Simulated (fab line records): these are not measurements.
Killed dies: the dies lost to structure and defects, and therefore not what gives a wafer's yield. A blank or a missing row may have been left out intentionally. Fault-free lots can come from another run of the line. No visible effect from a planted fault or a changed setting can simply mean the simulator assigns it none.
Comparing a struck lot with a sound one -- flow sky130 -- 31 steps out of a route of 708
Sound: the wafers L450.3, L450.4, L450.5. Struck: wafer L463.3 (left out: L463.1, a lot-mate that was not struck); the cause follows at the end.
At each step with rows: each side's tool, then ch and its chambers, then its first start. Under that, the readings that differ: sound wafers -- struck wafers -- difference of the means -- sigmas: that difference in standard deviations of wafers without a fault.
alike: a reading whose means differ by less than 2 such deviations, as well as words and numbers matching on both sides. not compared: withheld readings; readings where some wafer has no value; bounds like >300 that might hide an equal value; numbers whose values overlap and for which the record gives no deviation.
The two part at a step that has a row with sigmas, a row that says differs or no value, or rows on one side only. Non-overlapping numbers with no deviation appear without sigmas and do not part them. Lack of a reading on every wafer of one side parts them only where that side has two or more wafers.

SKY_VIA1_ETCH_15: etches SiO2 in C4F8/O2/Ar, stops on TiN, target depth 351 nm, time 54 s.
  sound on rie-diel-01 ch 1,2,3, day 34 03:04; struck on rie-diel-02 ch 3, day 38 11:14
  alike: bias-w, oes-product-au
  not compared: rf-hours-counter-h
then, 4 steps without rows for these wafers: SKY_VIA1_STRIP_16 (strips in O2/N2); SKY_VIA1_STRIP_17 (strips in post etch residue remover, time 1200 s); SKY_VIA1_CLEAN_18 (cleans in IPA, time 180 s); SKY_VIA1_CLEAN_19 (cleans in O3/DIW).
SKY_VIA1_SPUTTER_20: material TiN, target thk 20 nm, time 80 s.
  sound on pvd-sputter-01 at day 34 03:47; struck on pvd-sputter-01 at day 38 11:58
  alike: throttle-valve-pct
then, 1 step without rows for these wafers: SKY_VIA1_CVD_21 (deposits W, target thk 270 nm, time 80.902 s).
SKY_VIA1_RS_MEAS_22: uses a four-point probe to measure.
  sound on film-metro-04 at day 34 03:58; struck on film-metro-04 at day 38 12:08
  alike: VIA1_W_RS
SKY_VIA1_THK_MEAS_23: measures by xrf.
  sound on film-metro-04 at day 34 04:04; struck on film-metro-04 at day 38 12:15
  alike: VIA1_W_THK
then, 1 step without rows for these wafers: SKY_VIA1_CMP_24 (polishes, stops on SiO2, t overpolish 15 s, target thk 0 nm).
SKY_METAL2_SPUTTER_00: material Ti, target thk 15 nm, time 10 s.
  sound on pvd-sputter-02 at day 34 04:25; struck on pvd-sputter-04 at day 38 12:37
  alike: throttle-valve-pct
SKY_METAL2_SPUTTER_01: material TiN, target thk 20 nm, time 16.7 s.
  sound on pvd-sputter-02 at day 34 04:26; struck on pvd-sputter-04 at day 38 12:38
  alike: throttle-valve-pct
SKY_METAL2_SPUTTER_02: material AlCu, target thk 250 nm, time 13.3 s.
  sound on pvd-sputter-02 at day 34 04:28; struck on pvd-sputter-04 at day 38 12:39
reading,sound,struck,difference,sigmas
model.AlCu_of_METAL2_SPUTTER_02.thk-nm (nm),253.8 252.4 254.2,487.4,+233.9,
  alike: throttle-valve-pct
then, 2 steps without rows for these wafers: SKY_METAL2_SPUTTER_03 (material Ti, target thk 5 nm, time 3.3 s); SKY_METAL2_SPUTTER_04 (material TiN, target thk 70 nm, time 58.3 s).
SKY_METAL2_RS_MEAS_05: uses a four-point probe to measure.
  sound on film-metro-01 at day 34 04:35; struck on film-metro-04 at day 38 12:45
reading,sound,struck,difference,sigmas
METAL2_ALCU_RS (ohm/sq),0.1250 0.1256 0.1249,0.0643,-0.0609,-38
SKY_METAL2_THK_MEAS_06: measures by xrf.
  sound on film-metro-01 at day 34 04:41; struck on film-metro-04 at day 38 12:52
reading,sound,struck,difference,sigmas
METAL2_ALCU_THK (nm),256 255 257,489,+233,+63
then, 8 steps without rows for these wafers: SKY_METAL2_DEHYDRATE_07 (time 60 s); SKY_METAL2_HMDS_08 (prime time 60 s); SKY_METAL2_COAT_09 (resist thk 60 nm); SKY_METAL2_COAT_10 (resist thk 450 nm); SKY_METAL2_SOFTBAKE_11 (time 90 s); SKY_METAL2_EXPOSE_12 (exposes mask MM2, target cd 140 nm); SKY_METAL2_PEB_13; SKY_METAL2_DEVELOP_14 (develop time 60 s).
SKY_METAL2_CD_MEAS_15: target cd 140 nm.
  sound on cd-sem-02 at day 35 06:48; struck on cd-sem-02 at day 39 12:52
  alike: cd-nm
SKY_METAL2_OVL_MEAS_16:
  sound on overlay-01 at day 35 06:53; struck on overlay-02 at day 39 12:59
reading,sound,struck,difference,sigmas
METAL2_OVL (nm),-2 -4 -7,-16,-12,-2
then, 2 steps without rows for these wafers: SKY_METAL2_DESCUM_17 (chemistry O2, time 8 s); SKY_METAL2_ETCH_18 (etches BARC in N2/H2, stops on SiO2, time 45.9 s, target depth 60 nm).
SKY_METAL2_METAL_ETCH_19: etches the open film in Cl2/BCl3, stops on SiO2, target depth 360 nm, time 78 s.
  sound on rie-metal-04 ch 0,1, day 35 07:02; struck on rie-metal-04 ch 1, day 39 13:12
reading,sound,struck,difference,sigmas
oes-product-au (a.u.),0.865 0.860 0.852,0.993,+0.134,+21
  alike: bias-w, drypump-motor-current-A, throttle-valve-pct
  not compared: rf-hours-counter-h
SKY_METAL2_STRIP_20: strips in O2/N2.
  sound on plasma-asher-04 ch 0,1, day 35 07:08; struck on plasma-asher-02 ch 1, day 39 13:23
  alike: drypump-motor-current-A, n2-flow-sccm, oes-product-au, strip-time-to-endpoint-s
  not compared: rf-hours-counter-h

## WHERE THEY PART
Earliest at SKY_METAL2_RS_MEAS_05; latest, in this record, at SKY_METAL2_METAL_ETCH_19. Later steps at which nothing parts them and some readings are alike: SKY_METAL2_STRIP_20.

WHY: what had been put in by the simulator
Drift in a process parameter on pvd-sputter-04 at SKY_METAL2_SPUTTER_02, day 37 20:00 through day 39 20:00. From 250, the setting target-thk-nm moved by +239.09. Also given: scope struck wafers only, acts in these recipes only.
